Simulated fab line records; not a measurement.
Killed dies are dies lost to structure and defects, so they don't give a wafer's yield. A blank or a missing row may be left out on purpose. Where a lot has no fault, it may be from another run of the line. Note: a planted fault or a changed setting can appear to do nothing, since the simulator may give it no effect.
Code-filled problem report in 8D (eight disciplines) form || flow gf180mcu || the parts of the form that need people (team, actions taken, sign-off) are left out

== 1. PROBLEM STATEMENT ==
Across 6 wafers from 2 lots, VT_IMPLANT_4_TW at GF_VT_IMPLANT_TW_MEAS_43 averages 762, while fault-free wafers read 694 with a standard deviation of 4.3. That puts it +16 standard deviations away from the usual mean.
Earliest sighting: wafer L233.1 on filmMetro-03 at day 8 15:33. The record has a number at this step for 39 wafers belonging to 13 lots. Rule for "out", or "out of limits": more than 4 standard deviations from the usual mean. Any other wafer with a number is counted as sound.

== 2. WHAT IT IS, WHAT IT ISN'T ==
{"question": "which readings at this step", "is": "VT_IMPLANT_4_TW", "is not": "-"}
{"question": "which lots", "is": "L233, L237", "is not": "L230, L234, L235, L243, L244, L246, L247, L248, L249, L251, L252"}
{"question": "which wafers of those lots", "is": "all that have a number", "is not": "-"}
{"question": "read on which gauges", "is": "filmMetro-03, filmMetro-04", "is not": "filmMetro-02"}
{"question": "when", "is": "from day 8 15:33", "is not": "up to then (3 sound wafers); but 30 sound wafers of L234, L235, L243, L244, L246, L247, L248, L249, L251, L252 came after"}

== 3. THE SUSPECTS, EACH WITH WHAT RULES IT OUT ==
Counting: a tool at any process step up to the reading remains a suspect when it ran all the lots that are out and ran no sound lot after the first of those.
- ruled out: the gauge at GF_VT_IMPLANT_TW_MEAS_43. Those wafers that are out were read across 2 gauges (filmMetro-03, filmMetro-04).
- implanter-01 at GF_VT_IMPLANT_IMPLANT_41: ruled out as a lasting fault. After its first lot that is out, L233 (day 8 15:18), sound lots L247, L248, L252 ran on it.
Left after counting: nothing in the record.

== 4. THE CAUSE (what the simulator had put in) ==
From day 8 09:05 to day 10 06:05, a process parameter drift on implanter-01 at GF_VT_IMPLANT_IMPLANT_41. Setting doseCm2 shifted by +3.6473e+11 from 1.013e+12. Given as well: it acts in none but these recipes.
Counting ruled it out, wrongly: the rule takes a fault to strike every lot that its tool runs from its start on, and this one did not.

== 5. SEQUENCE OF EFFECTS, ordered by route ==
One row per reading whose mean, taken over the struck wafers that have a number, lies over 3 standard deviations from the usual. Readings are gone through only where the record gives a usual standard deviation; hours: the median, over the lots, of the time from a lot's start at the first step in this table giving one to that lot's start at this step; sigmas: the change measured in usual standard deviations.
{"hours": 0, "step": "GF_VT_IMPLANT_IMPLANT_41", "reading": "doseIonsCm2", "usual": 1.0128e+12, "on struck wafers": 1.3785e+12, "change": "+3.6573e+11", "sigmas": "+99 or more"}
{"hours": 0, "step": "GF_VT_IMPLANT_IMPLANT_41", "reading": "faradayCurrentUA", "usual": 5.70, "on struck wafers": 7.66, "change": "+1.96", "sigmas": "+18"}
{"hours": 0, "step": "GF_VT_IMPLANT_TW_MEAS_43", "reading": "VT_IMPLANT_4_TW", "usual": 694, "on struck wafers": 762, "change": "+68", "sigmas": "+16"}
Process steps it contains:
- GF_VT_IMPLANT_IMPLANT_41
Later steps that measure or inspect, where all struck wafers having a row at the step show a number for every such reading and not one has moved that far: GF_POLY_GATE_THK_MEAS_01, GF_POLY_GATE_OVL_MEAS_11.

== 6. WHAT WOULD HAVE CAUGHT IT SOONER ==
6 hours passed between the start of the fault at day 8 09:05 and the first reading out of limits at a measuring or inspecting step in this record, taken at day 8 15:33.
Tool's own readings at GF_VT_IMPLANT_IMPLANT_41, doseIonsCm2, faradayCurrentUA: out on all struck wafers the step has rows for; an alarm limit on them would have tripped on the first.
